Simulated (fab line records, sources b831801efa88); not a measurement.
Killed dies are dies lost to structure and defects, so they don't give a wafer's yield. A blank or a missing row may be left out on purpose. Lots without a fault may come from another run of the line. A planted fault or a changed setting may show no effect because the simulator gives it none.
fab line records | flow sky130
record lots=5 wafers=23
route steps=708 shown DNWELL@37 NWELL@77 VT_ADJUST_HVTP@87 VT_ADJUST_LVTN@105 VT_ADJUST_HVTR@140 VT_ADJUST_PCH@145 SONOS_TUNNEL@156
start_h: hours from the record's first day to the start of the lot's first wafer shown | wait_h: hours since the lot's step before | " the same as in the row above | L1.1+2: a row that stands for several wafers | - no value, or no start given | * or withheld: withheld | < > ~ a bound
route shown NAME@n: a module of which the file shows steps, and the number in the route of the first | usual: mean/standard deviation of fault-free wafers | same: alike in all rows | chamber/n: place in a boat | sites: the reading at each site | _std_site: their standard deviation | _edge_site: outer sites' mean less inner sites' | radius_mm: how far each site lies from the wafer's centre | mask NAME#n: copy n | behind: the tool/chamber that last shaped the wafer | hold: why the lot was held/for how many hours/how that ended | device: the transistor (n, p or np) that didn't switch | end of line: the same wafers' tests at the end of the route | a step without rows: its recipe alone | killed: dies lost to structure and defects at the first sort, not the wafer's yield | map: a wafer's dies, x killed, . not, _ none there
set.NAME: the setting as run; set.NAME@STEP: as run at that earlier step | model.NAME: the simulator's own value behind a step, which no gauge read
lots whose settings were changed on purpose; a table a step, a row a wafer
## steps
# step SKY_DNWELL_COAT_02
# recipe spin_rpm=2000 resist_thk_nm=3000
# columns lot.wafer tool chamber start_h wait_h set.resist_thk_nm model.coat_of_DNWELL_COAT_02.thk_nm
L074.2 litho_track-03 0 44.50 0.1 3000 3010
L074.3 " 0 " " 3000 3006
L074.4 " 0 " " 3000 3007
L075.1 litho_track-04 0 50.39 0.1 2823 2808
L075.2 " 0 " " 2823 2816
L075.3 " 0 " " 3000 2994
L075.5 " 0 " " 3000 2996
L075.6 " 0 " " 2823 2813
L080.1 litho_track-01 0 76.64 0.1 3000 2999
L080.2 " 0 " " 3000 3005
L080.3 " 0 " " 2879 2892
L080.4 " 0 " " 2879 2883
L080.5 " 0 " " 2879 2880
L083.1 litho_track-03 0 90.53 0.1 3000 2994
L083.2 " 0 " " 3000 3000
L083.3 " 0 " " 3000 2997
L083.5 " 0 " " 3000 2992
L083.6 " 0 " " 3000 3005
L085.1 litho_track-01 0 103.14 0.1 3000 2991
L085.2 " 0 " " 3000 2993
L085.3 " 0 " " 3000 3004
L085.4 " 0 " " 3174 3174
L085.6 " 0 " " 3174 3172
# step SKY_DNWELL_SOFTBAKE_03
# recipe temp_c=110 time_s=withheld
# step SKY_DNWELL_EXPOSE_04
# recipe mask_id=DNM na=0.57 target_cd_nm=3000 dose_mj=222
# step SKY_DNWELL_PEB_05
# recipe temp_c=115 time_s=withheld
# step SKY_DNWELL_DEVELOP_06
# recipe wall_angle_deg=90 developer=TMAH develop_time_s=57.7 dev_temp_c=23
# columns lot.wafer tool chamber start_h wait_h set.resist_thk_nm@DNWELL_COAT_02 model.DNWELL.cd_nm
L074.2 litho_track-04 0 - - 3000 2988
L074.3 " 0 " " 3000 2987
L074.4 " 0 " " 3000 2984
L075.1+2 litho_track-01 0 - - 2823 3006
L075.3 " 0 " " 3000 2996
L075.5 " 0 " " 3000 2994
L075.6 " 0 " " 2823 3003
L080.1 litho_track-03 0 - - 3000 2989
L080.2 " 0 " " 3000 2988
L080.3 " 0 " " 2879 2994
L080.4 " 0 " " 2879 2998
L080.5 " 0 " " 2879 2997
L083.1+3 litho_track-03 0 - - 3000 2988
L083.2+5+6 " 0 " " 3000 2986
L085.1 litho_track-03 0 - - 3000 2998
L085.2 " 0 " " 3000 2996
L085.3 " 0 " " 3000 2997
L085.4 " 0 " " 3174 2984
L085.6 " 0 " " 3174 2987
# step SKY_DNWELL_IMPLANT_07
# recipe species=P energy_kev=withheld dose_cm2=withheld tilt_deg=withheld
# step SKY_DNWELL_STRIP_08
# recipe chemistry=O2/N2 power_w=1400 pressure_mtorr=1500 platen_temp_c=withheld o2_flow_sccm=3000 n2_flow_sccm=300 overash_fraction=0.5
# usual strip_time_to_endpoint_s=36.92/0.099
# columns lot.wafer tool chamber start_h wait_h set.resist_thk_nm@DNWELL_COAT_02 strip_time_to_endpoint_s
L074.2 plasma_asher-03 1 52.24 0.1 3000 37.02
L074.3 " 0 " " 3000 36.98
L074.4 " 1 " " 3000 36.97
L075.1 plasma_asher-03 1 58.34 0.1 2823 34.73
L075.2 " 0 " " 2823 34.81
L075.3 " 1 " " 3000 36.85
L075.5 " 1 " " 3000 36.87
L075.6 " 0 " " 2823 34.78
L080.1 plasma_asher-04 1 85.33 0.1 3000 36.88
L080.2 " 0 " " 3000 36.97
L080.3 " 1 " " 2879 35.67
L080.4 " 0 " " 2879 35.56
L080.5 " 1 " " 2879 35.54
L083.1 plasma_asher-03 1 100.13 0.1 3000 36.84
L083.2 " 0 " " 3000 36.92
L083.3 " 0 " " 3000 36.90
L083.5 " 1 " " 3000 36.83
L083.6 " 0 " " 3000 36.98
L085.1 plasma_asher-02 0 112.73 0.1 3000 36.80
L085.2 " 1 " " 3000 36.83
L085.3 " 0 " " 3000 36.96
L085.4 " 1 " " 3174 38.89
L085.6 " 0 " " 3174 38.85
# step SKY_NWELL_IMPLANT_24
# recipe species=B energy_kev=140 dose_cm2=9.2e+12 tilt_deg=withheld
# columns lot.wafer tool chamber start_h wait_h set.energy_kev model.implant.drp_nm
L074.2+3+4 implanter-04 0 102.60 0.0 140 95.47
L075.1+5+6 implanter-01 0 109.07 0.0 134.5 93.99
L075.2+3 " 0 " " 140 95.47
L080.1+3 implanter-01 0 139.28 0.0 134.2 93.91
L080.2+4+5 " 0 " " 140 95.47
L083.1+2+3+5+6 implanter-03 0 157.39 0.0 140 95.47
L085.1+3+6 implanter-03 0 170.87 0.0 148.3 97.54
L085.2+4 " 0 " " 140 95.47
# step SKY_VT_ADJUST_HVTP_COAT_02
# recipe resist=NOVOLAK spin_rpm=3000 resist_thk_nm=1140
# columns lot.wafer tool chamber start_h wait_h set.resist_thk_nm model.NOVOLAK_of_VT_ADJUST_HVTP_COAT_02.thk_nm
L074.2+4 litho_track-03 0 111.95 0.1 1140 1142
L074.3 " 0 " " 1140 1138
L075.1+3 litho_track-03 0 119.63 0.1 1085 1086
L075.2 " 0 " " 1140 1140
L075.5 " 0 " " 1140 1139
L075.6 " 0 " " 1085 1084
L080.1+2 litho_track-02 0 148.86 0.1 1140 1145
L080.3+4+5 " 0 " " 1140 1142
L083.1 litho_track-01 0 167.84 0.1 1140 1142
L083.2 " 0 " " 1140 1140
L083.3 " 0 " " 1140 1143
L083.5 " 0 " " 1140 1145
L083.6 " 0 " " 1140 1144
L085.1+2 litho_track-02 0 182.01 0.1 1140 1138
L085.3 " 0 " " 1140 1140
L085.4 " 0 " " 1195 1191
L085.6 " 0 " " 1195 1192
# step SKY_VT_ADJUST_HVTP_IMPLANT_09
# recipe species=As energy_kev=150 dose_cm2=4.3e+12 tilt_deg=withheld
# columns lot.wafer tool chamber start_h wait_h set.dose_cm2
L074.2+3+4 implanter-04 0 121.27 0.0 4.3e+12
L075.1+3+5 implanter-01 0 128.99 0.0 4.3e+12
L075.2+6 " 0 " " 4.382e+12
L080.1+5 implanter-04 0 159.49 0.0 4.3e+12
L080.2+3+4 " 0 " " 4.181e+12
L083.1+2+5 implanter-01 0 179.11 0.0 4.538e+12
L083.3+6 " 0 " " 4.3e+12
L085.1+6 implanter-02 0 192.53 0.0 4.3e+12
L085.2+3+4 " 0 " " 4.183e+12
# step SKY_VT_ADJUST_HVTP_STRIP_10
# recipe chemistry=O2/N2 power_w=1400 pressure_mtorr=1500 platen_temp_c=withheld o2_flow_sccm=3000 n2_flow_sccm=300 overash_fraction=0.5
# usual strip_time_to_endpoint_s=14.17/0.035
# columns lot.wafer tool chamber start_h wait_h set.resist_thk_nm@VT_ADJUST_HVTP_COAT_02 strip_time_to_endpoint_s
L074.2 plasma_asher-01 1 121.39 0.1 1140 14.22
L074.3 " 0 " " 1140 14.14
L074.4 " 1 " " 1140 14.19
L075.1 plasma_asher-03 1 129.14 0.1 1085 13.54
L075.2 " 0 " " 1140 14.16
L075.3 " 0 " " 1085 13.54
L075.5 " 1 " " 1140 14.14
L075.6 " 0 " " 1085 13.53
L080.1 plasma_asher-04 1 159.64 0.1 1140 14.24
L080.2 " 0 " " 1140 14.24
L080.3 " 0 " " 1140 14.19
L080.4 " 1 " " 1140 14.21
L080.5 " 0 " " 1140 14.20
L083.1 plasma_asher-04 1 179.26 0.1 1140 14.19
L083.2 " 0 " " 1140 14.17
L083.3 " 1 " " 1140 14.20
L083.5 " 0 " " 1140 14.21
L083.6 " 1 " " 1140 14.22
L085.1 plasma_asher-03 1 192.68 0.1 1140 14.14
L085.2 " 0 " " 1140 14.17
L085.3 " 0 " " 1140 14.17
L085.4 " 1 " " 1195 14.72
L085.6 " 1 " " 1195 14.75
# step SKY_VT_ADJUST_HVTP_TW_MEAS_11
# usual VT_ADJUST_HVTP_TW=1353/7.3
# columns lot.wafer tool chamber start_h wait_h set.dose_cm2@VT_ADJUST_HVTP_IMPLANT_09 VT_ADJUST_HVTP_TW
L074.2 film_metro-04 - 121.50 0.1 4.3e+12 1340
L074.3 " - " " 4.3e+12 1352
L074.4 " - " " 4.3e+12 1351
L075.1 film_metro-04 - 129.23 0.1 4.3e+12 1352
L075.2 " - " " 4.382e+12 1352
L075.3 " - " " 4.3e+12 1351
L075.5 " - " " 4.3e+12 1351
L075.6 " - " " 4.382e+12 1357
L080.1 film_metro-04 - 159.74 0.1 4.3e+12 1347
L080.2 " - " " 4.181e+12 1341
L080.3 " - " " 4.181e+12 1338
L080.4 " - " " 4.181e+12 1341
L080.5 " - " " 4.3e+12 1345
L083.1 film_metro-02 - 179.36 0.1 4.538e+12 1381
L083.2 " - " " 4.538e+12 1379
L083.3 " - " " 4.3e+12 1356
L083.5 " - " " 4.538e+12 1378
L083.6 " - " " 4.3e+12 1360
L085.1 film_metro-02 - 192.78 0.1 4.3e+12 1362
L085.2 " - " " 4.183e+12 1346
L085.3 " - " " 4.183e+12 1348
L085.4 " - " " 4.183e+12 1354
L085.6 " - " " 4.3e+12 1362
# step SKY_VT_ADJUST_LVTN_IMPLANT_08
# recipe species=B energy_kev=30 dose_cm2=1.57e+12 tilt_deg=withheld
# columns lot.wafer tool chamber start_h wait_h set.energy_kev model.implant.rp_nm model.implant.drp_nm
L074.2+3+4 implanter-03 0 139.65 0.0 30 100.6 42.97
L075.1+2+5 implanter-02 0 148.42 0.0 31.53 101.9 44.53
L075.3+6 " 0 " " 30 97.11 42.97
L080.1+2+3+4+5 implanter-02 0 180.36 0.0 30 100.4 42.97
L083.1+6 implanter-02 0 200.53 0.0 29.42 95.77 42.3
L083.2+3+5 " 0 " " 30 97.61 42.97
L085.1+2 implanter-03 0 215.01 0.0 31.18 105 44.19
L085.3+4+6 " 0 " " 30 101.1 42.97
# step SKY_VT_ADJUST_LVTN_COAT_13
# recipe resist=NOVOLAK spin_rpm=3000 resist_thk_nm=1140
# columns lot.wafer tool chamber start_h wait_h set.resist_thk_nm model.NOVOLAK_of_VT_ADJUST_LVTN_COAT_13.thk_nm
L074.2+4 litho_track-03 0 149.45 0.1 1140 1139
L074.3 " 0 " " 1140 1138
L075.1 litho_track-03 0 158.38 0.1 1140 1142
L075.2+3+5 " 0 " " 1072 1072
L075.6 " 0 " " 1140 1140
L080.1+3+4 litho_track-04 0 190.54 0.1 1140 1137
L080.2 " 0 " " 1140 1138
L080.5 " 0 " " 1140 1136
L083.1 litho_track-04 0 211.29 0.1 1140 1133
L083.2 " 0 " " 1162 1157
L083.3+6 " 0 " " 1162 1156
L083.5 " 0 " " 1140 1134
L085.1+6 litho_track-01 0 226.49 0.1 1140 1140
L085.2+4 " 0 " " 1140 1142
L085.3 " 0 " " 1140 1144
# step SKY_VT_ADJUST_LVTN_SOFTBAKE_14
# recipe temp_c=90 time_s=60 resist=NOVOLAK
# step SKY_VT_ADJUST_LVTN_EXPOSE_15
# recipe mask_id=HVN_STD_DERIVED na=0.6 source_shape=conventional sigma_outer=0.6 polarization=unpolarized target_cd_nm=600 dose_mj=163
# step SKY_VT_ADJUST_LVTN_PEB_16
# recipe temp_c=withheld time_s=* resist=NOVOLAK
# step SKY_VT_ADJUST_LVTN_DEVELOP_17
# recipe resist=NOVOLAK developer=TMAH develop_time_s=60 dev_temp_c=21.94
# columns lot.wafer tool chamber start_h wait_h set.resist_thk_nm@VT_ADJUST_LVTN_COAT_13 model.VT_ADJUST_LVTN.cd_nm
L074.2 litho_track-03 0 159.50 0.1 1140 602.9
L074.3 " 0 " " 1140 604.7
L074.4 " 0 " " 1140 603.2
L075.1 litho_track-04 0 168.34 0.1 1140 601.2
L075.2 " 0 " " 1072 610.9
L075.3 " 0 " " 1072 610.3
L075.5 " 0 " " 1072 607.6
L075.6 " 0 " " 1140 602
L080.1 litho_track-03 0 201.83 0.1 1140 602.5
L080.2+5 " 0 " " 1140 603.7
L080.3 " 0 " " 1140 604
L080.4 " 0 " " 1140 602.8
L083.1 litho_track-03 0 222.68 0.1 1140 603.3
L083.2 " 0 " " 1162 600.7
L083.3 " 0 " " 1162 601.8
L083.5 " 0 " " 1140 604
L083.6 " 0 " " 1162 601.6
L085.1 litho_track-01 0 237.74 0.1 1140 604.5
L085.2 " 0 " " 1140 604.6
L085.3 " 0 " " 1140 603.7
L085.4 " 0 " " 1140 605.1
L085.6 " 0 " " 1140 604.7
# step SKY_VT_ADJUST_LVTN_STRIP_20
# recipe chemistry=O2/N2 power_w=1400 pressure_mtorr=1500 platen_temp_c=withheld o2_flow_sccm=3000 n2_flow_sccm=300 overash_fraction=0.5
# usual strip_time_to_endpoint_s=14.18/0.052
# columns lot.wafer tool chamber start_h wait_h set.o2_flow_sccm set.resist_thk_nm@VT_ADJUST_LVTN_COAT_13 strip_time_to_endpoint_s
L074.2 plasma_asher-03 0 159.82 0.1 3000 1140 14.17
L074.3 " 0 " " 3000 1140 14.14
L074.4 " 1 " " 3000 1140 14.16
L075.1 plasma_asher-04 0 168.68 0.1 3000 1140 14.20
L075.2 " 1 " " 3000 1072 13.37
L075.3 " 0 " " 3000 1072 13.36
L075.5 " 1 " " 3000 1072 13.39
L075.6 " 0 " " 3000 1140 14.18
L080.1 plasma_asher-03 0 202.16 0.1 3000 1140 14.13
L080.2 " 1 " " 3000 1140 14.14
L080.3 " 0 " " 3000 1140 14.12
L080.4 " 1 " " 2713 1140 14.22
L080.5 " 0 " " 2713 1140 14.23
L083.1 plasma_asher-02 1 223.01 0.1 3000 1140 14.11
L083.2 " 0 " " 3000 1162 14.34
L083.3 " 1 " " 3000 1162 14.33
L083.5 " 1 " " 3000 1140 14.12
L083.6 " 0 " " 3000 1162 14.32
L085.1 plasma_asher-03 0 238.07 0.1 3000 1140 14.17
L085.2 " 1 " " 3000 1140 14.21
L085.3 " 1 " " 3000 1140 14.22
L085.4 " 0 " " 3000 1140 14.19
L085.6 " 0 " " 3000 1140 14.17
# step SKY_VT_ADJUST_HVTR_IMPLANT_09
# recipe species=B energy_kev=10 dose_cm2=2.1e+12 tilt_deg=withheld
# columns lot.wafer tool chamber start_h wait_h set.dose_cm2
L074.2+3+4 implanter-01 0 202.44 0.0 2.1e+12
L075.1+2+6 implanter-03 0 210.56 0.0 2.014e+12
L075.3+5 " 0 " " 2.1e+12
L080.1+2+3+4+5 implanter-04 0 247.82 0.1 2.1e+12
L083.1+2+3 implanter-01 0 269.96 0.0 2.1e+12
L083.5+6 " 0 " " 2.148e+12
L085.1+2+6 implanter-01 0 286.06 0.0 1.953e+12
L085.3+4 " 0 " " 2.1e+12
# step SKY_VT_ADJUST_HVTR_STRIP_10
# recipe chemistry=O2/N2 power_w=1400 pressure_mtorr=1500 platen_temp_c=withheld o2_flow_sccm=3000 n2_flow_sccm=300 overash_fraction=0.5
# step SKY_VT_ADJUST_HVTR_TW_MEAS_11
# usual VT_ADJUST_HVTR_TW=209.6/1.3
# columns lot.wafer tool chamber start_h wait_h set.dose_cm2@VT_ADJUST_HVTR_IMPLANT_09 VT_ADJUST_HVTR_TW
L074.2 film_metro-04 - 202.67 0.1 2.1e+12 207.9
L074.3 " - " " 2.1e+12 209.1
L074.4 " - " " 2.1e+12 209.3
L075.1 film_metro-03 - 210.81 0.1 2.014e+12 208.0
L075.2 " - " " 2.014e+12 208.5
L075.3 " - " " 2.1e+12 211.0
L075.5 " - " " 2.1e+12 209.8
L075.6 " - " " 2.014e+12 207.9
L080.1 film_metro-04 - 248.07 0.1 2.1e+12 209.7
L080.2 " - " " 2.1e+12 209.1
L080.3 " - " " 2.1e+12 209.2
L080.4 " - " " 2.1e+12 209.3
L080.5 " - " " 2.1e+12 209.8
L083.1 film_metro-04 - 270.21 0.1 2.1e+12 209.3
L083.2 " - " " 2.1e+12 208.7
L083.3 " - " " 2.1e+12 208.7
L083.5 " - " " 2.148e+12 210.2
L083.6 " - " " 2.148e+12 209.9
L085.1 film_metro-03 - 286.31 0.1 1.953e+12 207.7
L085.2 " - " " 1.953e+12 208.0
L085.3 " - " " 2.1e+12 212.4
L085.4 " - " " 2.1e+12 211.6
L085.6 " - " " 1.953e+12 208.3
# step SKY_VT_ADJUST_PCH_COAT_02
# recipe spin_rpm=2000 resist_thk_nm=3000
# columns lot.wafer tool chamber start_h wait_h set.spin_rpm model.coat_of_VT_ADJUST_PCH_COAT_02.thk_nm
L074.2 litho_track-02 0 213.48 0.1 2000 3000
L074.3 " 0 " " 2000 3001
L074.4 " 0 " " 2000 2992
L075.1 litho_track-03 0 221.83 0.1 2000 2998
L075.2 " 0 " " 2000 2987
L075.3 " 0 " " 2000 3002
L075.5 " 0 " " 2000 2988
L075.6 " 0 " " 2000 2999
L080.1+5 litho_track-02 0 259.76 0.1 2094 2929
L080.2 " 0 " " 2000 2988
L080.3 " 0 " " 2094 2924
L080.4 " 0 " " 2000 3007
L083.1 litho_track-02 0 282.11 0.1 2000 2995
L083.2 " 0 " " 2000 2985
L083.3 " 0 " " 2000 2997
L083.5 " 0 " " 2000 2989
L083.6 " 0 " " 2000 2976
L085.1 litho_track-03 0 298.23 0.1 1856 3130
L085.2 " 0 " " 2000 3004
L085.3 " 0 " " 2000 3001
L085.4 " 0 " " 1856 3119
L085.6 " 0 " " 1856 3116
# step SKY_VT_ADJUST_PCH_SOFTBAKE_03
# recipe temp_c=110 time_s=withheld
# step SKY_VT_ADJUST_PCH_EXPOSE_04
# recipe mask_id=NWM na=0.6 source_shape=conventional sigma_outer=0.6 polarization=unpolarized target_cd_nm=840 dose_mj=255
# step SKY_VT_ADJUST_PCH_IMPLANT_08
# recipe species=B energy_kev=10 dose_cm2=5.034e+11 tilt_deg=withheld
# step SKY_VT_ADJUST_PCH_STRIP_09
# recipe chemistry=O2/N2 power_w=1400 pressure_mtorr=1500 platen_temp_c=withheld o2_flow_sccm=3000 n2_flow_sccm=300 overash_fraction=0.5
# usual strip_time_to_endpoint_s=36.87/0.095
# columns lot.wafer tool chamber start_h wait_h set.spin_rpm@VT_ADJUST_PCH_COAT_02 strip_time_to_endpoint_s
L074.2 plasma_asher-04 1 224.69 0.1 2000 36.90
L074.3 " 1 " " 2000 36.92
L074.4 " 0 " " 2000 36.82
L075.1 plasma_asher-01 0 233.69 0.1 2000 36.88
L075.2 " 1 " " 2000 36.76
L075.3 " 0 " " 2000 36.95
L075.5 " 1 " " 2000 36.77
L075.6 " 0 " " 2000 36.90
L080.1 plasma_asher-04 0 272.01 0.1 2094 36.12
L080.2 " 1 " " 2000 36.76
L080.3 " 1 " " 2094 36.06
L080.4 " 0 " " 2000 36.99
L080.5 " 1 " " 2094 36.10
L083.1 plasma_asher-01 1 295.29 0.1 2000 36.85
L083.2 " 0 " " 2000 36.73
L083.3 " 1 " " 2000 36.86
L083.5 " 0 " " 2000 36.80
L083.6 " 1 " " 2000 36.64
L085.1 plasma_asher-01 1 311.29 0.1 1856 38.41
L085.2 " 0 " " 2000 36.98
L085.3 " 0 " " 2000 36.93
L085.4 " 1 " " 1856 38.27
L085.6 " 1 " " 1856 38.25
# step SKY_SONOS_TUNNEL_COAT_02
# recipe resist=NOVOLAK spin_rpm=3000 resist_thk_nm=1140
# columns lot.wafer tool chamber start_h wait_h set.spin_rpm model.NOVOLAK_of_SONOS_TUNNEL_COAT_02.thk_nm
L074.2 litho_track-04 0 235.87 0.1 3000 1135
L074.3 " 0 " " 3000 1136
L074.4 " 0 " " 3000 1137
L075.1 litho_track-01 0 244.99 0.1 3000 1138
L075.2 " 0 " " 3195 1104
L075.3 " 0 " " 3000 1140
L075.5 " 0 " " 3195 1101
L075.6 " 0 " " 3195 1105
L080.1 litho_track-01 0 284.39 0.1 3186 1103
L080.2+3 " 0 " " 3000 1141
L080.4 " 0 " " 3186 1110
L080.5 " 0 " " 3186 1109
L083.1 litho_track-04 0 307.79 0.1 3000 1135
L083.2 " 0 " " 3000 1136
L083.3+6 " 0 " " 2937 1149
L083.5 " 0 " " 2937 1153
L085.1 litho_track-04 0 324.39 0.1 3000 1137
L085.2+3+6 " 0 " " 3000 1135
L085.4 " 0 " " 3000 1141
# step SKY_SONOS_TUNNEL_IMPLANT_09
# recipe species=B energy_kev=20 dose_cm2=1e+12 tilt_deg=withheld
# columns lot.wafer tool chamber start_h wait_h set.energy_kev model.implant.rp_nm model.implant.drp_nm
L074.2+3+4 implanter-01 0 247.71 0.0 20 67.28 28.34
L075.1+2+3+5+6 implanter-02 0 257.18 0.0 20 64.08 28.34
L080.1+2+5 implanter-02 0 297.34 0.0 20 67.71 28.34
L080.3+4 " 0 " " 19.47 65.94 27.81
L083.1+3+5 implanter-02 0 321.36 0.2 19.38 63.66 27.72
L083.2+6 " 0 " " 20 65.67 28.34
L085.1+2+4 implanter-02 0 338.49 0.0 20 64.7 28.34
L085.3+6 " 0 " " 20.46 66.17 28.82
## key
split step=SKY_DNWELL_COAT_02 setting=resist_thk_nm stated=3000 by=wafer
response step=SKY_DNWELL_COAT_02 reading=model.coat_of_DNWELL_COAT_02.thk_nm change=+30.4 per=1% r=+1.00
response step=SKY_DNWELL_DEVELOP_06 reading=model.DNWELL.cd_nm change=-1.84 per=1% r=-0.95
response step=SKY_DNWELL_STRIP_08 reading=strip_time_to_endpoint_s change=* per=1% r=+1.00
split step=SKY_NWELL_IMPLANT_24 setting=energy_kev stated=140 by=wafer
response step=SKY_NWELL_IMPLANT_24 reading=model.implant.drp_nm change=+0.362 per=1% r=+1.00
split step=SKY_VT_ADJUST_HVTP_COAT_02 setting=resist_thk_nm stated=1140 by=wafer
response step=SKY_VT_ADJUST_HVTP_COAT_02 reading=model.NOVOLAK_of_VT_ADJUST_HVTP_COAT_02.thk_nm change=+11 per=1% r=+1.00
response step=SKY_VT_ADJUST_HVTP_STRIP_10 reading=strip_time_to_endpoint_s change=* per=1% r=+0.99
split step=SKY_VT_ADJUST_HVTP_IMPLANT_09 setting=dose_cm2 stated=4.3e+12 by=wafer
response step=SKY_VT_ADJUST_HVTP_TW_MEAS_11 reading=VT_ADJUST_HVTP_TW change=+3.53 per=1% r=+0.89
split step=SKY_VT_ADJUST_LVTN_IMPLANT_08 setting=energy_kev stated=30 by=wafer
response step=SKY_VT_ADJUST_LVTN_IMPLANT_08 reading=model.implant.rp_nm change=+0.957 per=1% r=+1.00
response step=SKY_VT_ADJUST_LVTN_IMPLANT_08 reading=model.implant.drp_nm change=+0.31 per=1% r=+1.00
split step=SKY_VT_ADJUST_LVTN_COAT_13 setting=resist_thk_nm stated=1140 by=wafer
response step=SKY_VT_ADJUST_LVTN_COAT_13 reading=model.NOVOLAK_of_VT_ADJUST_LVTN_COAT_13.thk_nm change=+11.7 per=1% r=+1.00
response step=SKY_VT_ADJUST_LVTN_DEVELOP_17 reading=model.VT_ADJUST_LVTN.cd_nm change=-1.33 per=1% r=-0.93
response step=SKY_VT_ADJUST_LVTN_STRIP_20 reading=strip_time_to_endpoint_s change=* per=1% r=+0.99
split step=SKY_VT_ADJUST_LVTN_STRIP_20 setting=o2_flow_sccm stated=3000 by=wafer
response none clear
split step=SKY_VT_ADJUST_HVTR_IMPLANT_09 setting=dose_cm2 stated=2.1e+12 by=wafer
response step=SKY_VT_ADJUST_HVTR_TW_MEAS_11 reading=VT_ADJUST_HVTR_TW change=+0.561 per=1% r=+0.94
split step=SKY_VT_ADJUST_PCH_COAT_02 setting=spin_rpm stated=2000 by=wafer
response step=SKY_VT_ADJUST_PCH_COAT_02 reading=model.coat_of_VT_ADJUST_PCH_COAT_02.thk_nm change=-16 per=1% r=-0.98
response step=SKY_VT_ADJUST_PCH_STRIP_09 reading=strip_time_to_endpoint_s change=* per=1% r=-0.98
split step=SKY_SONOS_TUNNEL_COAT_02 setting=spin_rpm stated=3000 by=wafer
response step=SKY_SONOS_TUNNEL_COAT_02 reading=model.NOVOLAK_of_SONOS_TUNNEL_COAT_02.thk_nm change=-5.54 per=1% r=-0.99
split step=SKY_SONOS_TUNNEL_IMPLANT_09 setting=energy_kev stated=20 by=wafer
response step=SKY_SONOS_TUNNEL_IMPLANT_09 reading=model.implant.rp_nm change=+0.653 per=1% r=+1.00
response step=SKY_SONOS_TUNNEL_IMPLANT_09 reading=model.implant.drp_nm change=+0.202 per=1% r=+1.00
